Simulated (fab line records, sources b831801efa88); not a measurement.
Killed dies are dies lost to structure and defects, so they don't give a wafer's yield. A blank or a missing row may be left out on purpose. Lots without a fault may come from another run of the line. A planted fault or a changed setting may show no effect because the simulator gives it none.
A struck lot beside a sound one | flow gf180mcu | 22 steps out of a route of 602
Sound: wafers L980.3, L980.4, L980.5. Struck: wafers L988.1, L988.2, L988.5. The cause comes at the end.
At each step with rows: each side's tool, then ch and its chambers, then its first start. Under that, the readings that differ: sound wafers | struck wafers | difference of the means | sigmas: that difference in standard deviations of wafers without a fault.
alike: readings whose means differ by less than 2 such deviations, and words and numbers that are the same on both sides. not compared: withheld readings, readings that some wafer has no value for, bounds like >300 that may hide the same value, and numbers for which the record gives no deviation and whose values overlap.
The two part at a step that has a row with sigmas, a row that says differs or no value, or rows on one side only. Numbers that don't overlap but have no deviation are shown without sigmas and don't part them. A reading that every wafer of one side lacks parts them only if that side has two wafers or more.

first, 6 steps without rows for these wafers: GF_VT_IMPLANT_HMDS_23 (prime time 60 s); GF_VT_IMPLANT_COAT_24 (resist thk 1000 nm); GF_VT_IMPLANT_SOFTBAKE_25 (time 60 s); GF_VT_IMPLANT_EXPOSE_26 (exposes mask LVPWELL HV AREA, target cd 860 nm); GF_VT_IMPLANT_PEB_27; GF_VT_IMPLANT_DEVELOP_28 (develop time 60 s).
GF_VT_IMPLANT_OVL_MEAS_29:
  sound on overlay-02, day 6 20:50; struck on overlay-01, day 9 02:01
  alike: VT_IMPLANT_02_OVL
then, 1 step without rows for these wafers: GF_VT_IMPLANT_IMPLANT_30.
GF_VT_IMPLANT_STRIP_31: strips in O2/N2.
  sound on plasma_asher-03 ch 0,1, day 6 21:02; struck on plasma_asher-01 ch 0,1, day 9 02:11
  alike: drypump_motor_current_A, heater_power_w, oes_product_au, strip_time_to_endpoint_s
  not compared: rf_hours_counter_h
GF_VT_IMPLANT_TW_MEAS_32:
  sound on film_metro-04, day 6 21:08; struck on film_metro-03, day 9 02:17
  alike: VT_IMPLANT_3_TW
then, 2 steps without rows for these wafers: GF_VT_IMPLANT_DEHYDRATE_33 (time 60 s); GF_VT_IMPLANT_HMDS_34 (prime time 60 s).
GF_VT_IMPLANT_COAT_35: resist thk 1000 nm.
  sound on litho_track-01 ch 0, day 7 04:37; struck on litho_track-01 ch 0, day 9 11:01
  reading                                         | sound          | struck         | difference | sigmas
  model.NOVOLAK_of_VT_IMPLANT_COAT_35.thk_nm (nm) | 1006 1009 1005 | 1083 1086 1085 | +78        |
  alike: spin_speed_rpm
then, 3 steps without rows for these wafers: GF_VT_IMPLANT_SOFTBAKE_36 (time 60 s); GF_VT_IMPLANT_EXPOSE_37 (exposes mask Nwell HV AREA, target cd 860 nm); GF_VT_IMPLANT_PEB_38.
GF_VT_IMPLANT_DEVELOP_39: develop time 60 s.
  sound on litho_track-03 ch 0, day 7 12:46; struck on litho_track-04 ch 0, day 9 19:46
  reading                                         | sound          | struck         | difference | sigmas
  model.NOVOLAK_of_VT_IMPLANT_COAT_35.thk_nm (nm) | 1006 1008 1004 | 1082 1086 1084 | +78        |
GF_VT_IMPLANT_OVL_MEAS_40:
  sound on overlay-02, day 7 12:52; struck on overlay-02, day 9 19:55
  alike: VT_IMPLANT_03_OVL
then, 1 step without rows for these wafers: GF_VT_IMPLANT_IMPLANT_41.
GF_VT_IMPLANT_STRIP_42: strips in O2/N2.
  sound on plasma_asher-03 ch 0,1, day 7 13:05; struck on plasma_asher-04 ch 0,1, day 9 20:07
  reading                      | sound             | struck            | difference | sigmas
  strip_time_to_endpoint_s (s) | 12.71 12.74 12.69 | 13.51 13.54 13.52 | +0.81      | +25
  alike: drypump_motor_current_A, heater_power_w, oes_product_au
  not compared: rf_hours_counter_h
GF_VT_IMPLANT_TW_MEAS_43:
  sound on film_metro-04, day 7 13:10; struck on film_metro-04, day 9 20:13
  alike: VT_IMPLANT_4_TW
GF_PASSIVATION_PROBE_99:
  the record has rows for the sound wafers here (prober-02, day 29 01:16) and none for the struck ones

WHERE THEY PART
First at GF_VT_IMPLANT_STRIP_42; last, within this record, at GF_PASSIVATION_PROBE_99.

WHY: what the simulator had put in
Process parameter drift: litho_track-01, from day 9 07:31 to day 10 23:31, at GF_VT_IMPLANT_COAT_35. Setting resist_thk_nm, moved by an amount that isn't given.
